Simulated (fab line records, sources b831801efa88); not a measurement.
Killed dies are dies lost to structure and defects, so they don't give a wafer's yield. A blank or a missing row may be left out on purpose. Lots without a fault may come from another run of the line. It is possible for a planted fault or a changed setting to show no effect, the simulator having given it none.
2 desks, one fault + flow gf180mcu + only its own numbers are on each desk; what lay behind them is given at the end

== THE TOOL OWNER'S DESK: implanter-04 ==
GF_LVPWELL_IMPLANT_09, tool's own readings: per-lot mean of the sampled wafers with a number, covering each lot this tool ran. If a lot's mean is further than 4 standard deviations from the usual mean, the lot is out of limits and carries the mark OUT (the distance appears in the brackets).
Columns: A = doseIonsCm2 at GF_LVPWELL_IMPLANT_09, usual 5e+12; B = faradayCurrentUA at GF_LVPWELL_IMPLANT_09, usual 28.2
| lot  | first seen here | A                       | B              |
|------|-----------------|-------------------------|----------------|
| L384 | day 3 21:58     | 5e+12                   | 28.4           |
| L391 | day 5 15:02     | 5e+12                   | 28.2           |
| L396 | day 6 16:13     | 3e+12 (-99 or more) OUT | 19.5 (-16) OUT |
| L397 | day 6 21:58     | 3e+12 (-99 or more) OUT | 18.8 (-17) OUT |
Finding of this desk: L396, L397 out of limits; the first was L396 at day 6 16:13, on doseIonsCm2 at GF_LVPWELL_IMPLANT_09. Within limits: L384, L391.

== METROLOGY DESK ==
Means of the sampled wafers that have a number, per lot and without regard to the tool the lot ran on: this is what the gauges read. If a lot's mean is further than 4 standard deviations from the usual mean, the lot is out of limits and carries the mark OUT (the distance appears in the brackets).
Columns: A = LVPWELL_TW at GF_LVPWELL_TW_MEAS_11, usual 565.8; B = LVPWELL_RS at GF_VT_IMPLANT_RS_MEAS_48, usual 1197.5 ohm/sq; C = HV_LDD_CVD_54_THK at GF_HV_LDD_THK_MEAS_55, usual 10.00 nm
| lot  | first seen here | A                | B                | C     |
|------|-----------------|------------------|------------------|-------|
| L384 | day 3 22:11     | 565.9            | 1192.9           | 9.82  |
| L387 | day 4 15:09     | 564.7            | 1197.1           | 9.93  |
| L389 | day 5 02:10     | 568.2            | 1200.3           | 10.10 |
| L391 | day 5 15:16     | 563.6            | 1201.5           | 9.92  |
| L392 | day 5 18:43     | 564.1            | 1194.7           | 9.94  |
| L396 | day 6 16:28     | 558.2            | 1277.9 (+31) OUT | 9.84  |
| L397 | day 6 22:13     | 555.6 (-4.1) OUT | 1278.0 (+31) OUT | 10.01 |
| L400 | day 7 13:37     | 566.6            | 1197.8           | 9.97  |
| L402 | day 8 02:49     | 569.6            | 1193.7           | 9.98  |
| L404 | day 8 11:58     | 565.6            | 1199.4           | 10.05 |
| L405 | day 9 07:46     | 564.4            | 1194.6           | 10.01 |
| L407 | day 9 12:16     | 565.4            | 1197.8           | 10.12 |
This desk's finding: out of limits on L396, L397; first on L397, day 6 22:13 (LVPWELL_TW at GF_LVPWELL_TW_MEAS_11). Within limits: L384, L387, L389, L391, L392, L400, L402, L404, L405, L407.

== BROUGHT TOGETHER ==
On L396, L397, at day 6 16:13, an alarm was possible from the tool owner's desk.
The metrology desk could have raised an alarm at day 6 22:13, on L396, L397.
Every lot named ran GF_LVPWELL_IMPLANT_09 on implanter-04.

== WHAT THE SIMULATOR HAD PUT IN ==
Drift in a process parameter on implanter-04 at GF_LVPWELL_IMPLANT_09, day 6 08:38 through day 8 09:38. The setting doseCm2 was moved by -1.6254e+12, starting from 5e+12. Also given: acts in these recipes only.
Lots struck among those shown: L396, L397.
Delay (hours) between the fault's onset and each desk's first out-of-limits reading: 8 at the tool owner's desk, 14 at the metrology desk.
